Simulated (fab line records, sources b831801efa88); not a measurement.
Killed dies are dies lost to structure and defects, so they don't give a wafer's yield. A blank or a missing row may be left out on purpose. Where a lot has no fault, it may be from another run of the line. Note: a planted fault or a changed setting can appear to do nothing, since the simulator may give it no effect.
fab line records ; flow gf180mcu ; part 1 of 2: steps 1 to 26 of 35
record: lots: 5; wafers: 15; last-day: 34
route steps=602 shown M3@420 V3@429
lots that met no fault: taken from a fault-free run of the same line
start-h: start of the lot's first displayed wafer, in hours after the record's first day ; wait-h: how many hours have passed since the lot's step before this one ; " repeats the value in the row above ; L1.1+2: a single row standing in for several wafers ; - either no value or no given start ; * or withheld: withheld ; < > ~ a bound
route shown NAME@n: NAME is a module with steps in the file, n the number in the route of the first one ; usual: mean and standard deviation over wafers with no fault ; same: alike in all rows ; chamber/n: place in a boat ; sites: the reading at each site ; _std_site: the values' standard deviation ; _edge_site: mean of outer sites minus mean of inner sites ; radius-mm: for every site, how far away it sits from the centre of the wafer ; mask NAME#n: copy n ; behind: the last tool/chamber to shape the wafer ; hold: why the lot went on hold/how many hours it stayed there/how the hold came to an end ; device: names the non-switching transistor (n, p or np) ; end of line: at the end of the route, the tests of the same wafers ; a step without rows: its recipe alone ; killed: at the first sort, the dies lost to defects and structure; wafer yield is something else ; map: a wafer's dies, x killed, . not, _ none there
set.NAME: the run value of the setting; set.NAME@STEP: its run value at that earlier step ; model.NAME: the simulator's own value behind a step, which no gauge read
a table for each step, a row for each wafer; lots at some steps of the route
services: from which hour (start-h, from the record's first day; less than 0 if before it) a tool's chamber was out of use, for how many hours, and why
== steps ==
step: GF_M3_EXPOSE_11
recipe: mask-id: Metal3; target-cd-nm: 280; na: 0.68; source-shape: conventional; sigma-outer: 0.6; dose-mj: 28
same: sigma-outer: 0.6
lot.wafer;tool;chamber;start-h;wait-h;mask
L074.3+4+6;krf-scanner-01;0;-;-;Metal3#0
L080.1+3+6;krf-scanner-01;0;-;-;Metal3#0
L081.1+2+6;krf-scanner-01;0;-;-;Metal3#0
L091.1+2+6;krf-scanner-02;0;-;-;Metal3#0
L093.4+5+6;krf-scanner-01;0;-;-;Metal3#0
step: GF_M3_PEB_12
recipe: peb-temp-c: 135; peb-time-s: 90; resist: KrF
usual: exhaust-pa: 45.2/0.8
lot.wafer;tool;chamber;start-h;wait-h;exhaust-pa
L074.3;litho-track-02;0;-;-;47.2
L074.4;litho-track-02;0;-;-;47.5
L074.6;litho-track-02;0;-;-;46.1
L080.1;litho-track-01;0;-;-;46.6
L080.3;litho-track-01;0;-;-;46.1
L080.6;litho-track-01;0;-;-;46.0
L081.1;litho-track-02;0;-;-;43.8
L081.2;litho-track-02;0;-;-;45.1
L081.6;litho-track-02;0;-;-;43.6
L091.1;litho-track-01;0;-;-;44.3
L091.2;litho-track-01;0;-;-;45.8
L091.6;litho-track-01;0;-;-;44.5
L093.4;litho-track-03;0;-;-;45.1
L093.5;litho-track-03;0;-;-;43.8
L093.6;litho-track-03;0;-;-;45.1
step: GF_M3_DEVELOP_13
recipe: develop-time-s: 60; dev-temp-c: 21
usual: developer-temp-C: 20.98/0.098; exhaust-pa: 44.8/0.8
lot.wafer;tool;chamber;start-h;wait-h;developer-temp-C;exhaust-pa
L074.3;litho-track-02;0;488.86;0.1;20.81;44.6
L074.4;litho-track-02;0;488.86;0.1;20.97;45.6
L074.6;litho-track-02;0;488.86;0.1;20.91;44.6
L080.1;litho-track-01;0;537.99;0.2;21.00;45.5
L080.3;litho-track-01;0;537.99;0.2;20.96;43.8
L080.6;litho-track-01;0;537.99;0.2;21.07;43.8
L081.1;litho-track-02;0;559.56;0.2;20.99;44.3
L081.2;litho-track-02;0;559.56;0.2;21.00;44.1
L081.6;litho-track-02;0;559.56;0.2;21.08;44.6
L091.1;litho-track-01;0;628.74;0.2;20.88;44.5
L091.2;litho-track-01;0;628.74;0.2;20.87;45.5
L091.6;litho-track-01;0;628.74;0.2;21.01;45.2
L093.4;litho-track-03;0;655.45;0.1;21.06;44.4
L093.5;litho-track-03;0;655.45;0.1;21.09;43.6
L093.6;litho-track-03;0;655.45;0.1;21.11;46.5
step: GF_M3_CD_MEAS_14
recipe: target-cd-nm: 280
usual: cd-nm: 279.9/1.2
lot.wafer;tool;chamber;start-h;wait-h;cd-nm
L074.3;cd-sem-01;-;489.00;0.1;280.2
L074.4;cd-sem-01;-;489.00;0.1;279.4
L074.6;cd-sem-01;-;489.00;0.1;280.8
L080.1;cd-sem-02;-;538.14;0.1;279.9
L080.3;cd-sem-02;-;538.14;0.1;279.3
L080.6;cd-sem-02;-;538.14;0.1;279.4
L081.1;cd-sem-01;-;559.71;0.1;280.3
L081.2;cd-sem-01;-;559.71;0.1;280.2
L081.6;cd-sem-01;-;559.71;0.1;281.2
L091.1;cd-sem-02;-;628.89;0.1;281.5
L091.2;cd-sem-02;-;628.89;0.1;282.3
L091.6;cd-sem-02;-;628.89;0.1;281.8
L093.4;cd-sem-01;-;655.58;0.1;277.9
L093.5;cd-sem-01;-;655.58;0.1;278.4
L093.6;cd-sem-01;-;655.58;0.1;277.9
step: GF_M3_OVL_MEAS_15
usual: M3_OVL: 0/5.9
lot.wafer;tool;chamber;start-h;wait-h;M3_OVL[nm]
L074.3;overlay-02;-;489.09;0.1;-4
L074.4;overlay-02;-;489.09;0.1;1
L074.6;overlay-02;-;489.09;0.1;-8
L080.1;overlay-01;-;538.26;0.1;-9
L080.3;overlay-01;-;538.26;0.1;-3
L080.6;overlay-01;-;538.26;0.1;-13
L081.1;overlay-02;-;559.83;0.1;-4
L081.2;overlay-02;-;559.83;0.1;-9
L081.6;overlay-02;-;559.83;0.1;-3
L091.1;overlay-01;-;629.01;0.1;-3
L091.2;overlay-01;-;629.01;0.1;-1
L091.6;overlay-01;-;629.01;0.1;3
L093.4;overlay-02;-;655.66;0.1;-5
L093.5;overlay-02;-;655.66;0.1;-3
L093.6;overlay-02;-;655.66;0.1;-1
step: GF_M3_METAL_ETCH_16
recipe: chemistry: Cl2/BCl3; mask-material: KrF; target-depth-nm: 627.5; stop-on: SiO2; pressure-mtorr: 8; icp-w: 800; bias-w: 140; Cl2_flow_sccm: 80; bcl3-flow-sccm: 40; time-s: 104.6
usual: chamber-pressure-mTorr: 8.000/0.0074; drypump-motor-current-A: 5.5/0.41; oes-product-au: 0.971/0.0066; throttle-valve-pct: 28.250/0.01
lot.wafer;tool;chamber;start-h;wait-h;chamber-pressure-mTorr;drypump-motor-current-A;oes-product-au;rf-hours-counter-h;throttle-valve-pct
L074.3;rie-metal-01;0;489.15;0.1;8.011;4.8;0.968;-;28.255
L074.4;rie-metal-01;1;489.15;0.1;8.002;6.0;0.964;-;28.245
L074.6;rie-metal-01;0;489.15;0.1;8.001;4.8;0.969;-;28.255
L080.1;rie-metal-02;1;538.29;0.0;8.012;5.5;0.978;0;28.228
L080.3;rie-metal-02;1;538.29;0.0;8.002;5.6;0.978;-;28.246
L080.6;rie-metal-02;1;538.29;0.0;8.004;5.5;0.980;-;28.247
L081.1;rie-metal-02;0;559.86;0.0;7.986;6.0;0.971;0;28.245
L081.2;rie-metal-02;1;559.86;0.0;7.999;5.6;0.973;1;28.264
L081.6;rie-metal-02;0;559.86;0.0;8.000;6.0;0.977;-;28.248
L091.1;rie-metal-01;1;629.04;0.0;8.006;6.0;0.976;2;28.243
L091.2;rie-metal-01;0;629.04;0.0;7.993;4.8;0.963;10;28.252
L091.6;rie-metal-01;0;629.04;0.0;7.989;4.8;0.969;-;28.241
L093.4;rie-metal-04;0;655.72;0.0;8.001;5.4;0.965;-;28.238
L093.5;rie-metal-04;1;655.72;0.0;8.002;5.6;0.984;-;28.247
L093.6;rie-metal-04;0;655.72;0.0;8.008;5.4;0.977;-;28.231
step: GF_M3_STRIP_17
recipe: chemistry: O2/N2; power-w: 1400; pressure-mtorr: 1500; platen-temp-c: 250; o2-flow-sccm: 3000; n2-flow-sccm: 300; overash-fraction: 0.5
usual: chamber-pressure-mTorr: 1500.0/1.3; drypump-motor-current-A: 5.64/0.23; heater-power-w: 361/25; oes-product-au: 0.557/0.0055; strip-time-to-endpoint-s: 7.87/0.055
lot.wafer;tool;chamber;start-h;wait-h;chamber-pressure-mTorr;drypump-motor-current-A;heater-power-w;oes-product-au;rf-hours-counter-h;strip-time-to-endpoint-s
L074.3;plasma-asher-01;1;489.26;0.1;1498.2;5.51;377;0.547;-;7.83
L074.4;plasma-asher-01;0;489.26;0.1;1500.0;5.87;384;0.551;-;7.76
L074.6;plasma-asher-01;1;489.26;0.1;1500.0;5.52;375;0.556;-;7.84
L080.1;plasma-asher-04;0;538.52;0.2;1499.4;5.32;311;0.551;10;7.75
L080.3;plasma-asher-04;0;538.52;0.2;1499.0;5.35;323;0.544;-;7.82
L080.6;plasma-asher-04;1;538.52;0.2;1499.6;5.75;336;0.542;-;7.82
L081.1;plasma-asher-01;1;559.98;0.1;1500.7;5.54;378;0.554;95;7.85
L081.2;plasma-asher-01;0;559.98;0.1;1501.1;5.89;384;0.566;95;7.86
L081.6;plasma-asher-01;0;559.98;0.1;1502.1;5.87;387;0.556;-;7.88
L091.1;plasma-asher-01;1;629.15;0.1;1500.0;5.55;378;0.553;105;7.78
L091.2;plasma-asher-01;0;629.15;0.1;1501.8;5.85;390;0.553;105;7.87
L091.6;plasma-asher-01;1;629.15;0.1;1497.9;5.55;361;0.558;-;7.83
L093.4;plasma-asher-01;1;655.82;0.1;1499.0;5.51;361;0.560;-;7.89
L093.5;plasma-asher-01;0;655.82;0.1;1498.6;5.85;378;0.560;-;7.85
L093.6;plasma-asher-01;1;655.82;0.1;1499.6;5.54;375;0.556;-;7.88
step: GF_M3_STRIP_18
recipe: chemistry: post-etch-residue-remover; time-s: 1200; temp-c: 72.5
usual: temp-c: 72.53/0.13
lot.wafer;tool;chamber;start-h;wait-h;temp-c
L074.3;wet-bench-04;1;489.33;0.0;72.69
L074.4;wet-bench-04;1;489.33;0.0;72.48
L074.6;wet-bench-04;1;489.33;0.0;72.39
L080.1;wet-bench-01;2;538.62;0.1;72.60
L080.3;wet-bench-01;2;538.62;0.1;72.52
L080.6;wet-bench-01;2;538.62;0.1;72.41
L081.1;wet-bench-01;3;560.08;0.1;72.64
L081.2;wet-bench-01;3;560.08;0.1;72.43
L081.6;wet-bench-01;3;560.08;0.1;72.50
L091.1;wet-bench-01;0;629.25;0.1;72.56
L091.2;wet-bench-01;0;629.25;0.1;72.58
L091.6;wet-bench-01;0;629.25;0.1;72.55
L093.4;wet-bench-01;3;655.89;0.0;72.79
L093.5;wet-bench-01;3;655.89;0.0;72.64
L093.6;wet-bench-01;3;655.89;0.0;72.53
step: GF_M3_CLEAN_19
recipe: chemistry: DIW; dry: n2-spin
lot.wafer;tool;chamber;start-h;wait-h
L074.3+4+6;wet-bench-03;3;489.67;0.0
L080.1+3+6;wet-bench-04;2;538.96;0.0
L081.1+2+6;wet-bench-04;0;560.42;0.0
L091.1+2+6;wet-bench-03;1;629.60;0.0
L093.4+5+6;wet-bench-04;1;656.23;0.0
step: GF_V3_CVD_00
recipe: material: SiO2; target-thk-nm: 600; sigma-open-frac: 0.3; temp-c: 400; time-s: 100; sih4-flow-sccm: 60; pressure-mtorr: 6
lot.wafer;tool;chamber;start-h;wait-h
L074.3+4+6;hdpcvd-01;1,1,0;489.76;0.0
L080.1+3+6;hdpcvd-02;0,2,0;539.05;0.0
L081.1+2+6;hdpcvd-01;2,1,2;560.52;0.0
L091.1+2+6;hdpcvd-02;0,2,2;629.69;0.0
L093.4+5+6;hdpcvd-02;0,2,1;656.36;0.0
step: GF_V3_THK_MEAS_01
recipe: reads: SiO2_of_V3_CVD_00
usual: V3_CVD_00_THK: 600/6.2
lot.wafer;tool;chamber;start-h;wait-h;V3_CVD_00_THK[nm]
L074.3;film-metro-03;-;489.85;0.1;604
L074.4;film-metro-03;-;489.85;0.1;602
L074.6;film-metro-03;-;489.85;0.1;592
L080.1;film-metro-03;-;539.12;0.0;594
L080.3;film-metro-03;-;539.12;0.0;594
L080.6;film-metro-03;-;539.12;0.0;588
L081.1;film-metro-03;-;560.59;0.0;590
L081.2;film-metro-03;-;560.59;0.0;594
L081.6;film-metro-03;-;560.59;0.0;584
L091.1;film-metro-04;-;629.76;0.0;594
L091.2;film-metro-04;-;629.76;0.0;602
L091.6;film-metro-04;-;629.76;0.0;606
L093.4;film-metro-03;-;656.43;0.0;606
L093.5;film-metro-03;-;656.43;0.0;610
L093.6;film-metro-03;-;656.43;0.0;602
step: GF_V3_CVD_02
recipe: material: SiO2; target-thk-nm: 850; precursor: TEOS; temp-c: 400; time-s: 94.851; rf-w: 600
usual: heater-power-w: 587/91
lot.wafer;tool;chamber;start-h;wait-h;heater-power-w
L074.3;pecvd-01;2;489.89;0.0;389
L074.4;pecvd-01;1;489.89;0.0;619
L074.6;pecvd-01;2;489.89;0.0;434
L080.1;pecvd-01;0;539.18;0.1;649
L080.3;pecvd-01;2;539.18;0.1;444
L080.6;pecvd-01;2;539.18;0.1;464
L081.1;pecvd-02;1;560.65;0.1;440
L081.2;pecvd-02;2;560.65;0.1;658
L081.6;pecvd-02;0;560.65;0.1;722
L091.1;pecvd-01;1;629.82;0.1;613
L091.2;pecvd-01;0;629.82;0.1;589
L091.6;pecvd-01;2;629.82;0.1;466
L093.4;pecvd-01;1;656.49;0.1;643
L093.5;pecvd-01;0;656.49;0.1;728
L093.6;pecvd-01;2;656.49;0.1;493
step: GF_V3_THK_MEAS_03
recipe: reads: SiO2_of_V3_CVD_02
usual: V3_CVD_02_THK: 850/9.7
lot.wafer;tool;chamber;start-h;wait-h;V3_CVD_02_THK[nm]
L074.3;film-metro-02;-;489.98;0.1;841
L074.4;film-metro-02;-;489.98;0.1;863
L074.6;film-metro-02;-;489.98;0.1;854
L080.1;film-metro-03;-;539.25;0.0;834
L080.3;film-metro-03;-;539.25;0.0;840
L080.6;film-metro-03;-;539.25;0.0;850
L081.1;film-metro-04;-;560.72;0.0;852
L081.2;film-metro-04;-;560.72;0.0;848
L081.6;film-metro-04;-;560.72;0.0;867
L091.1;film-metro-04;-;629.89;0.0;850
L091.2;film-metro-04;-;629.89;0.0;843
L091.6;film-metro-04;-;629.89;0.0;852
L093.4;film-metro-04;-;656.56;0.0;854
L093.5;film-metro-04;-;656.56;0.0;843
L093.6;film-metro-04;-;656.56;0.0;840
step: GF_V3_CMP_04
recipe: material: SiO2; down-force-psi: 4; platen-rpm: 60; pad-velocity-m-s: 0.94248
usual: head-pressure-psi: 4.000/0.0092; motor-current-A: 12.5/0.84; time-to-endpoint-s: 80/4.7
lot.wafer;tool;chamber;start-h;wait-h;head-pressure-psi;motor-current-A;time-to-endpoint-s
L074.3;cmp-01;3;490.02;0.0;3.985;11.9;76
L074.4;cmp-01;1;490.02;0.0;4.001;10.7;78
L074.6;cmp-01;3;490.02;0.0;3.982;12.3;80
L080.3;cmp-01;3;539.58;0.3;4.001;12.5;72
L080.1;cmp-01;1;539.58;0.3;3.990;10.5;69
L080.6;cmp-01;3;539.58;0.3;4.008;12.3;78
L081.2;cmp-02;2;560.83;0.1;4.011;11.6;79
L081.1;cmp-02;0;560.83;0.1;4.005;12.2;82
L081.6;cmp-02;2;560.83;0.1;4.008;12.0;84
L091.2;cmp-02;3;630.05;0.1;4.019;13.2;78
L091.1;cmp-02;0;630.05;0.1;4.003;12.3;82
L091.6;cmp-02;2;630.05;0.1;4.006;11.8;81
L093.4;cmp-02;1;656.69;0.1;4.000;13.5;81
L093.6;cmp-02;3;656.69;0.1;3.983;13.2;79
L093.5;cmp-02;0;656.69;0.1;3.999;12.2;80
step: GF_V3_BOW_MEAS_05
recipe: mode: bow
usual: V3_BOW: 117/8.5
lot.wafer;tool;chamber;start-h;wait-h;V3_BOW[um]
L074.3;film-metro-03;-;490.36;0.3;113
L074.4;film-metro-03;-;490.36;0.3;108
L074.6;film-metro-03;-;490.36;0.3;100
L080.1;film-metro-02;-;539.88;0.1;130
L080.3;film-metro-02;-;539.88;0.1;125
L080.6;film-metro-02;-;539.88;0.1;140
L081.1;film-metro-03;-;561.09;0.1;117
L081.2;film-metro-03;-;561.09;0.1;115
L081.6;film-metro-03;-;561.09;0.1;120
L091.1;film-metro-03;-;630.25;0.1;117
L091.2;film-metro-03;-;630.25;0.1;132
L091.6;film-metro-03;-;630.25;0.1;115
L093.4;film-metro-03;-;656.95;0.2;118
L093.5;film-metro-03;-;656.95;0.2;115
L093.6;film-metro-03;-;656.95;0.2;107
step: GF_V3_DEHYDRATE_06
recipe: temp-c: 200; time-s: 60
usual: exhaust-pa: 44.9/0.9
lot.wafer;tool;chamber;start-h;wait-h;exhaust-pa
L074.3;litho-track-01;0;501.39;11.0;44.4
L074.4;litho-track-01;0;501.39;11.0;45.8
L074.6;litho-track-01;0;501.39;11.0;43.7
L080.1;litho-track-04;0;550.96;11.1;44.2
L080.3;litho-track-04;0;550.96;11.1;45.2
L080.6;litho-track-04;0;550.96;11.1;44.7
L081.1;litho-track-04;0;570.91;9.8;45.6
L081.2;litho-track-04;0;570.91;9.8;45.7
L081.6;litho-track-04;0;570.91;9.8;45.3
L091.1;litho-track-04;0;639.35;9.1;44.8
L091.2;litho-track-04;0;639.35;9.1;43.7
L091.6;litho-track-04;0;639.35;9.1;45.1
L093.4;litho-track-03;0;666.35;9.4;45.9
L093.5;litho-track-03;0;666.35;9.4;45.3
L093.6;litho-track-03;0;666.35;9.4;45.9
step: GF_V3_HMDS_07
recipe: prime-time-s: 60; prime-temp-c: 120
usual: exhaust-pa: 45.1/1.1
lot.wafer;tool;chamber;start-h;wait-h;exhaust-pa
L074.3;litho-track-01;0;501.54;0.1;46.2
L074.4;litho-track-01;0;501.54;0.1;44.2
L074.6;litho-track-01;0;501.54;0.1;44.7
L080.1;litho-track-04;0;551.11;0.1;45.8
L080.3;litho-track-04;0;551.11;0.1;46.1
L080.6;litho-track-04;0;551.11;0.1;45.3
L081.1;litho-track-04;0;571.06;0.1;43.6
L081.2;litho-track-04;0;571.06;0.1;44.1
L081.6;litho-track-04;0;571.06;0.1;43.9
L091.1;litho-track-04;0;639.50;0.1;44.6
L091.2;litho-track-04;0;639.50;0.1;44.9
L091.6;litho-track-04;0;639.50;0.1;43.8
L093.4;litho-track-03;0;666.50;0.1;46.0
L093.5;litho-track-03;0;666.50;0.1;45.6
L093.6;litho-track-03;0;666.50;0.1;45.4
step: GF_V3_COAT_08
recipe: resist: BARC; temp-c: withheld; time-s: withheld; spin-rpm: withheld; resist-thk-nm: withheld
usual: exhaust-pa: 45.0/0.95
lot.wafer;tool;chamber;start-h;wait-h;exhaust-pa
L074.3;litho-track-01;0;501.69;0.1;43.7
L074.4;litho-track-01;0;501.69;0.1;45.4
L074.6;litho-track-01;0;501.69;0.1;45.3
L080.1;litho-track-04;0;551.26;0.1;44.7
L080.3;litho-track-04;0;551.26;0.1;44.5
L080.6;litho-track-04;0;551.26;0.1;45.3
L081.1;litho-track-04;0;571.21;0.1;45.6
L081.2;litho-track-04;0;571.21;0.1;46.2
L081.6;litho-track-04;0;571.21;0.1;45.8
L091.1;litho-track-04;0;639.65;0.1;43.5
L091.2;litho-track-04;0;639.65;0.1;45.5
L091.6;litho-track-04;0;639.65;0.1;43.1
L093.4;litho-track-03;0;666.65;0.1;45.5
L093.5;litho-track-03;0;666.65;0.1;46.5
L093.6;litho-track-03;0;666.65;0.1;47.8
step: GF_V3_COAT_09
recipe: resist: KrF; spin-rpm: withheld; resist-thk-nm: 1000
usual: exhaust-pa: 45.2/0.84
lot.wafer;tool;chamber;start-h;wait-h;exhaust-pa
L074.3;litho-track-01;0;-;-;44.8
L074.4;litho-track-01;0;-;-;45.0
L074.6;litho-track-01;0;-;-;46.5
L080.1;litho-track-04;0;-;-;44.8
L080.3;litho-track-04;0;-;-;46.2
L080.6;litho-track-04;0;-;-;45.7
L081.1;litho-track-04;0;-;-;43.8
L081.2;litho-track-04;0;-;-;44.6
L081.6;litho-track-04;0;-;-;44.2
L091.1;litho-track-04;0;-;-;43.7
L091.2;litho-track-04;0;-;-;44.8
L091.6;litho-track-04;0;-;-;44.7
L093.4;litho-track-03;0;-;-;46.6
L093.5;litho-track-03;0;-;-;45.9
L093.6;litho-track-03;0;-;-;46.2
step: GF_V3_SOFTBAKE_10
recipe: temp-c: 130; time-s: 60; resist: KrF
usual: exhaust-pa: 45.3/0.99
lot.wafer;tool;chamber;start-h;wait-h;exhaust-pa
L074.3;litho-track-01;0;-;-;42.4
L074.4;litho-track-01;0;-;-;44.5
L074.6;litho-track-01;0;-;-;43.6
L080.1;litho-track-04;0;-;-;43.9
L080.3;litho-track-04;0;-;-;45.4
L080.6;litho-track-04;0;-;-;45.7
L081.1;litho-track-04;0;-;-;45.2
L081.2;litho-track-04;0;-;-;46.0
L081.6;litho-track-04;0;-;-;46.7
L091.1;litho-track-04;0;-;-;44.0
L091.2;litho-track-04;0;-;-;45.6
L091.6;litho-track-04;0;-;-;46.5
L093.4;litho-track-03;0;-;-;46.3
L093.5;litho-track-03;0;-;-;46.8
L093.6;litho-track-03;0;-;-;45.2
step: GF_V3_EXPOSE_11
recipe: mask-id: Via3; target-cd-nm: 260; na: 0.68; source-shape: conventional; sigma-outer: 0.6; dose-mj: 38
same: sigma-outer: 0.6
lot.wafer;tool;chamber;start-h;wait-h;mask
L074.3+4+6;krf-scanner-02;0;-;-;Via3#0
L080.1+3+6;krf-scanner-02;0;-;-;Via3#0
L081.1+2+6;krf-scanner-01;0;-;-;Via3#0
L091.1+2+6;krf-scanner-02;0;-;-;Via3#0
L093.4+5+6;krf-scanner-01;0;-;-;Via3#0
step: GF_V3_PEB_12
recipe: peb-temp-c: 135; peb-time-s: 90; resist: KrF
usual: exhaust-pa: 45.1/0.87
lot.wafer;tool;chamber;start-h;wait-h;exhaust-pa
L074.3;litho-track-01;0;-;-;43.7
L074.4;litho-track-01;0;-;-;45.5
L074.6;litho-track-01;0;-;-;44.5
L080.1;litho-track-01;0;-;-;44.2
L080.3;litho-track-01;0;-;-;45.0
L080.6;litho-track-01;0;-;-;44.1
L081.1;litho-track-01;0;-;-;46.2
L081.2;litho-track-01;0;-;-;45.9
L081.6;litho-track-01;0;-;-;46.0
L091.1;litho-track-04;0;-;-;47.0
L091.2;litho-track-04;0;-;-;45.4
L091.6;litho-track-04;0;-;-;45.5
L093.4;litho-track-03;0;-;-;45.8
L093.5;litho-track-03;0;-;-;44.8
L093.6;litho-track-03;0;-;-;43.5
step: GF_V3_DEVELOP_13
recipe: develop-time-s: 60; resist: KrF; dev-temp-c: 21
usual: developer-temp-C: 21.01/0.11; exhaust-pa: 44.8/0.95
lot.wafer;tool;chamber;start-h;wait-h;developer-temp-C;exhaust-pa
L074.3;litho-track-01;0;513.34;0.1;21.06;46.4
L074.4;litho-track-01;0;513.34;0.1;20.78;46.2
L074.6;litho-track-01;0;513.34;0.1;20.97;45.7
L080.1;litho-track-01;0;562.09;0.2;20.97;45.8
L080.3;litho-track-01;0;562.09;0.2;20.97;44.5
L080.6;litho-track-01;0;562.09;0.2;20.93;45.1
L081.1;litho-track-01;0;582.54;0.2;21.20;44.8
L081.2;litho-track-01;0;582.54;0.2;21.18;43.8
L081.6;litho-track-01;0;582.54;0.2;20.97;44.9
L091.1;litho-track-04;0;649.75;0.2;20.97;43.5
L091.2;litho-track-04;0;649.75;0.2;21.07;45.5
L091.6;litho-track-04;0;649.75;0.2;21.25;44.0
L093.4;litho-track-03;0;675.95;0.1;21.13;44.3
L093.5;litho-track-03;0;675.95;0.1;21.20;44.6
L093.6;litho-track-03;0;675.95;0.1;20.96;43.4
step: GF_V3_CD_MEAS_14
recipe: target-cd-nm: 260
usual: cd-nm: 260.3/0.93
lot.wafer;tool;chamber;start-h;wait-h;cd-nm
L074.3;cd-sem-01;-;513.48;0.1;261.7
L074.4;cd-sem-01;-;513.48;0.1;260.6
L074.6;cd-sem-01;-;513.48;0.1;261.8
L080.1;cd-sem-02;-;562.24;0.1;260.8
L080.3;cd-sem-02;-;562.24;0.1;260.2
L080.6;cd-sem-02;-;562.24;0.1;260.8
L081.1;cd-sem-02;-;582.69;0.1;261.8
L081.2;cd-sem-02;-;582.69;0.1;261.1
L081.6;cd-sem-02;-;582.69;0.1;260.4
L091.1;cd-sem-02;-;649.90;0.1;260.1
L091.2;cd-sem-02;-;649.90;0.1;260.4
L091.6;cd-sem-02;-;649.90;0.1;259.6
L093.4;cd-sem-02;-;676.08;0.1;259.6
L093.5;cd-sem-02;-;676.08;0.1;260.0
L093.6;cd-sem-02;-;676.08;0.1;259.1
step: GF_V3_OVL_MEAS_15
usual: V3_OVL: -3/5
lot.wafer;tool;chamber;start-h;wait-h;V3_OVL[nm]
L074.3;overlay-01;-;513.57;0.1;-1
L074.4;overlay-01;-;513.57;0.1;-2
L074.6;overlay-01;-;513.57;0.1;1
L080.1;overlay-02;-;562.36;0.1;1
L080.3;overlay-02;-;562.36;0.1;0
L080.6;overlay-02;-;562.36;0.1;-4
L081.1;overlay-02;-;582.81;0.1;-9
L081.2;overlay-02;-;582.81;0.1;-8
L081.6;overlay-02;-;582.81;0.1;-6
L091.1;overlay-01;-;650.02;0.1;-4
L091.2;overlay-01;-;650.02;0.1;-1
L091.6;overlay-01;-;650.02;0.1;1
L093.4;overlay-01;-;676.16;0.1;9
L093.5;overlay-01;-;676.16;0.1;0
L093.6;overlay-01;-;676.16;0.1;3
step: GF_V3_ETCH_16
recipe: chemistry: N2/H2; target-depth-a: withheld; overetch-a: withheld; time-s: withheld; target: BARC; ion-energy-ev: 200; source-w: 500; bias-w: 100; pressure-mtorr: 30; n2-flow-sccm: 100; h2-flow-sccm: 200
usual: chamber-pressure-mTorr: 30.002/0.024; drypump-motor-current-A: 5.8/0.36; oes-product-au: 0.854/0.0043; throttle-valve-pct: 13.225/0.0095
lot.wafer;tool;chamber;start-h;wait-h;chamber-pressure-mTorr;drypump-motor-current-A;oes-product-au;throttle-valve-pct
L074.3;rie-diel-02;3;513.59;0.0;30.015;6.3;0.855;13.224
L074.4;rie-diel-02;0;513.59;0.0;30.009;6.1;0.856;13.220
L074.6;rie-diel-02;1;513.59;0.0;30.019;5.5;0.856;13.217
L080.1;rie-diel-03;0;562.39;0.0;30.059;6.1;0.856;13.222
L080.3;rie-diel-03;3;562.39;0.0;30.000;5.4;0.850;13.223
L080.6;rie-diel-03;1;562.39;0.0;29.966;6.0;0.860;13.217
L081.1;rie-diel-02;3;582.85;0.0;29.979;6.4;0.844;13.236
L081.2;rie-diel-02;1;582.85;0.0;29.964;5.5;0.855;13.227
L081.6;rie-diel-02;2;582.85;0.0;30.014;5.2;0.859;13.229
L091.1;rie-diel-02;1;650.06;0.0;30.012;5.5;0.859;13.209
L091.2;rie-diel-02;3;650.06;0.0;30.002;6.4;0.850;13.231
L091.6;rie-diel-02;0;650.06;0.0;29.972;6.1;0.850;13.223
L093.4;rie-diel-03;3;676.18;0.0;30.057;5.4;0.856;13.224
L093.5;rie-diel-03;2;676.18;0.0;29.933;6.0;0.853;13.240
L093.6;rie-diel-03;3;676.18;0.0;30.003;5.4;0.854;13.224
